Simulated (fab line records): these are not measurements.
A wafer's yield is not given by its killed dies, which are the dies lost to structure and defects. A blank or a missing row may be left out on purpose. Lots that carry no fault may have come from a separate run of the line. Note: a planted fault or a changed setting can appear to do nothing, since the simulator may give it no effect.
What tool caused it? + flow sky130 + 11 lots, 33 wafers sampled, at 5 steps of a route of 708

== WHAT EACH GAUGE READ, for each wafer ==
SKY_VT_ADJUST_HVTR_CD_MEAS_07 targets a cd of 380 nm.
| lot  | measured     | on        | cd_nm (nm)        |
|------|--------------|-----------|-------------------|
| L417 | day 9 16:23  | cd_sem-02 | 379.3 379.5 379.1 |
| L419 | day 10 09:25 | cd_sem-02 | 381.0 382.0 379.2 |
| L420 | day 10 13:21 | cd_sem-02 | 381.7 383.4 381.9 |
| L422 | day 11 10:56 | cd_sem-01 | 380.5 383.4 381.7 |
| L424 | day 12 01:02 | cd_sem-01 | 378.9 378.1 379.6 |
| L426 | day 12 12:01 | cd_sem-01 | 377.4 375.6 376.5 |
| L427 | day 12 20:39 | cd_sem-01 | 379.3 377.9 377.7 |
| L436 | day 15 13:07 | cd_sem-02 | 381.4 379.3 382.7 |
| L437 | day 16 00:28 | cd_sem-01 | 384.7 380.7 380.7 |
| L438 | day 16 14:10 | cd_sem-01 | 380.9 379.7 379.4 |
| L439 | day 16 22:15 | cd_sem-02 | 383.0 381.2 382.4 |

SKY_GATE_OXIDE_THK_MEAS_02.
| lot  | measured     | on            | GATE_OXIDE_OXIDATION_00_THK (nm) |
|------|--------------|---------------|----------------------------------|
| L417 | day 13 05:03 | film_metro-03 | 10.33 10.26 10.24                |
| L419 | day 13 18:30 | film_metro-03 | 10.22 10.21 10.32                |
| L420 | day 13 23:08 | film_metro-02 | 10.14 10.10 9.87                 |
| L422 | day 15 02:55 | film_metro-04 | 10.57 10.63 10.49                |
| L424 | day 15 16:16 | film_metro-03 | 10.23 10.16 10.24                |
| L426 | day 16 05:10 | film_metro-02 | 15.99 15.77 15.78                |
| L427 | day 16 13:49 | film_metro-03 | 16.21 16.32 16.21                |
| L436 | day 19 12:53 | film_metro-04 | 10.04 10.10 10.06                |
| L437 | day 20 00:26 | film_metro-04 | 10.73 10.55 10.63                |
| L438 | day 20 15:27 | film_metro-04 | 10.30 10.22 10.18                |
| L439 | day 20 23:01 | film_metro-02 | 10.37 10.58 10.70                |

SKY_GATE_OXIDE_OVL_MEAS_10.
| lot  | measured     | on         | GATE_OXIDE_OVL (nm) |
|------|--------------|------------|---------------------|
| L417 | day 14 06:29 | overlay-02 | -0.3 0.9 0.7        |
| L419 | day 14 20:47 | overlay-01 | 0.3 -0.1 -1.2       |
| L420 | day 15 01:29 | overlay-02 | -1.3 -0.2 -1.2      |
| L422 | day 16 06:40 | overlay-02 | 2.3 -1.5 -0.3       |
| L424 | day 16 19:22 | overlay-01 | 2.3 0.8 0.2         |
| L426 | day 17 09:37 | overlay-02 | 1.7 1.6 0.2         |
| L427 | day 17 18:10 | overlay-01 | 0.9 2.0 3.9         |
| L436 | day 20 19:35 | overlay-02 | -0.7 1.6 1.4        |
| L437 | day 21 07:43 | overlay-01 | 0.8 0.7 0.3         |
| L438 | day 21 21:13 | overlay-01 | 2.8 1.6 3.1         |
| L439 | day 22 05:47 | overlay-01 | -0.4 0.2 0.4        |

== TOOL THAT RAN EACH LOT (tool first, then ch and the chambers of the sampled wafers, then the start) ==
| lot  | SKY_VT_ADJUST_PCH_STRIP_09           | SKY_GATE_OXIDE_OXIDATION_01   |
|------|--------------------------------------|-------------------------------|
| L417 | plasma_asher-04 ch 0,1, day 10 15:28 | furnace-02 ch 0, day 13 03:38 |
| L419 | plasma_asher-04 ch 0,1, day 11 09:21 | furnace-02 ch 0, day 13 17:04 |
| L420 | plasma_asher-04 ch 0,1, day 11 13:14 | furnace-01 ch 0, day 13 21:42 |
| L422 | plasma_asher-02 ch 0, day 12 10:48   | furnace-02 ch 0, day 15 01:31 |
| L424 | plasma_asher-02 ch 0,1, day 13 02:12 | furnace-01 ch 0, day 15 14:52 |
| L426 | plasma_asher-02 ch 0,1, day 13 14:04 | furnace-01 ch 0, day 16 03:46 |
| L427 | plasma_asher-02 ch 0,1, day 13 22:54 | furnace-01 ch 0, day 16 12:23 |
| L436 | plasma_asher-04 ch 0,1, day 16 17:13 | furnace-01 ch 0, day 19 11:28 |
| L437 | plasma_asher-02 ch 0,1, day 17 05:32 | furnace-01 ch 0, day 19 22:58 |
| L438 | plasma_asher-04 ch 0, day 17 20:05   | furnace-02 ch 0, day 20 14:02 |
| L439 | plasma_asher-01 ch 0,1, day 18 02:36 | furnace-01 ch 0, day 20 21:35 |
- SKY_VT_ADJUST_PCH_STRIP_09: strips in O2/N2.
- SKY_GATE_OXIDE_OXIDATION_01: stabilise 600 s, purge 300 s, target thk 10.268 nm.

== WHAT THE TOOLS THEMSELVES READ (means of the sampled wafers that have a number; where no wafer has one, the mark that the record gives instead) ==
SKY_VT_ADJUST_PCH_STRIP_09.
| lot  | tool            | drypump_motor_current_A (A) | oes_product_au (a.u.) | strip_time_to_endpoint_s (s) |
|------|-----------------|-----------------------------|-----------------------|------------------------------|
| L417 | plasma_asher-04 | 5.8                         | 0.723                 | 36.84                        |
| L419 | plasma_asher-04 | 5.8                         | 0.721                 | 36.83                        |
| L420 | plasma_asher-04 | 5.2                         | 0.717                 | 37.03                        |
| L422 | plasma_asher-02 | 4.8                         | 0.720                 | 36.70                        |
| L424 | plasma_asher-02 | 4.9                         | 0.722                 | 36.95                        |
| L426 | plasma_asher-02 | 5.0                         | 0.719                 | 37.07                        |
| L427 | plasma_asher-02 | 5.0                         | 0.725                 | 37.25                        |
| L436 | plasma_asher-04 | 5.8                         | 0.720                 | 36.90                        |
| L437 | plasma_asher-02 | 5.0                         | 0.720                 | 36.97                        |
| L438 | plasma_asher-04 | 6.3                         | 0.724                 | 37.11                        |
| L439 | plasma_asher-01 | 6.4                         | 0.719                 | 36.91                        |

SKY_GATE_OXIDE_OXIDATION_01.
| lot  | tool       | spike_tc_bottom_C (C) | spike_tc_centre_C (C) | spike_tc_lower_C (C) | spike_tc_top_C (C) | spike_tc_upper_C (C) | tube_center_temp_C (C) | tube_center_temp_C_max | zone_power_centre_pct (%) | zone_power_lower_pct (%) | zone_power_top_pct (%) | zone_power_upper_pct (%) |
|------|------------|-----------------------|-----------------------|----------------------|--------------------|----------------------|------------------------|------------------------|---------------------------|--------------------------|------------------------|--------------------------|
| L417 | furnace-02 | 918.3                 | 901.9                 | 901.1                | 908.2              | 898.0                | 899.98                 | 901.9                  | 18.0                      | 18.83                    | 34.4                   | 17.9                     |
| L419 | furnace-02 | 919.9                 | 901.2                 | 900.8                | 910.1              | 899.0                | 900.05                 | 902.2                  | 18.3                      | 18.70                    | 34.5                   | 18.0                     |
| L420 | furnace-01 | 917.3                 | 897.3                 | 900.3                | 903.2              | 900.9                | 900.03                 | 902.3                  | 20.1                      | 18.79                    | 37.0                   | 19.0                     |
| L422 | furnace-02 | 919.8                 | 901.9                 | 901.8                | 908.6              | 899.9                | 900.04                 | 902.6                  | 18.0                      | 18.57                    | 34.3                   | 18.1                     |
| L424 | furnace-01 | 917.3                 | 897.7                 | 899.9                | 903.5              | 900.7                | 899.86                 | 902.1                  | 20.0                      | 18.99                    | 37.4                   | 19.0                     |
| L426 | furnace-01 | 960.1                 | 939.3                 | 942.0                | 945.3              | 942.8                | 942.46                 | 944.7                  | 22.6                      | 20.93                    | 40.5                   | 21.3                     |
| L427 | furnace-01 | 959.6                 | 939.4                 | 941.7                | 945.8              | 944.2                | 942.49                 | 944.7                  | 22.4                      | 20.91                    | 40.6                   | 21.2                     |
| L436 | furnace-01 | 917.4                 | 896.6                 | 899.6                | 902.8              | 901.7                | 899.93                 | 902.4                  | 19.9                      | 18.77                    | 37.4                   | 19.1                     |
| L437 | furnace-01 | 917.0                 | 896.9                 | 899.1                | 902.9              | 900.9                | 900.02                 | 902.2                  | 20.2                      | 18.84                    | 37.4                   | 19.0                     |
| L438 | furnace-02 | 919.2                 | 902.2                 | 901.4                | 907.9              | 899.4                | 900.03                 | 902.3                  | 18.0                      | 18.71                    | 34.4                   | 18.3                     |
| L439 | furnace-01 | 917.1                 | 897.6                 | 899.8                | 903.4              | 901.2                | 900.03                 | 902.5                  | 20.0                      | 18.69                    | 37.5                   | 19.1                     |

== THE ANSWER, worked out from the rows above alone ==
Rule: what is usual is taken from the lots themselves. Put in order of their means at a reading, lots are off if they are a third of the lots or fewer, leave a main group of 4 or more, and stand apart from it by a gap of 3 or more times the standard deviation of the main group's means; of several such gaps the widest counts. A main group whose means are all the same, to the digits that the tables above print for the reading, isn't used. Also off: a lot with no number at a reading for which 4 or more lots have one. Where the step has rows for the other lots, those lots are counted as sound. Order of review: gauges by route order, followed by the tools' own readings, for which a lot's mean as printed above is used. At the first step where some lot is off, the reading lying furthest off is the one used; lots without a number count as furthest.
Off: L426, L427, seen at SKY_GATE_OXIDE_THK_MEAS_02 (GATE_OXIDE_OXIDATION_00_THK). The main group: mean 10.31 nm, standard deviation 0.21.
If a tool, at a process step before that reading, ran all the lots that are off and no sound lot after the first of them, it fits. Not tried: the gauges at SKY_GATE_OXIDE_THK_MEAS_02; whatever is off there is also off at SKY_GATE_OXIDE_OXIDATION_01, on other tools, and gauge error can't account for it. None of those tried fits.

== WHAT THE SIMULATOR PUT IN ==
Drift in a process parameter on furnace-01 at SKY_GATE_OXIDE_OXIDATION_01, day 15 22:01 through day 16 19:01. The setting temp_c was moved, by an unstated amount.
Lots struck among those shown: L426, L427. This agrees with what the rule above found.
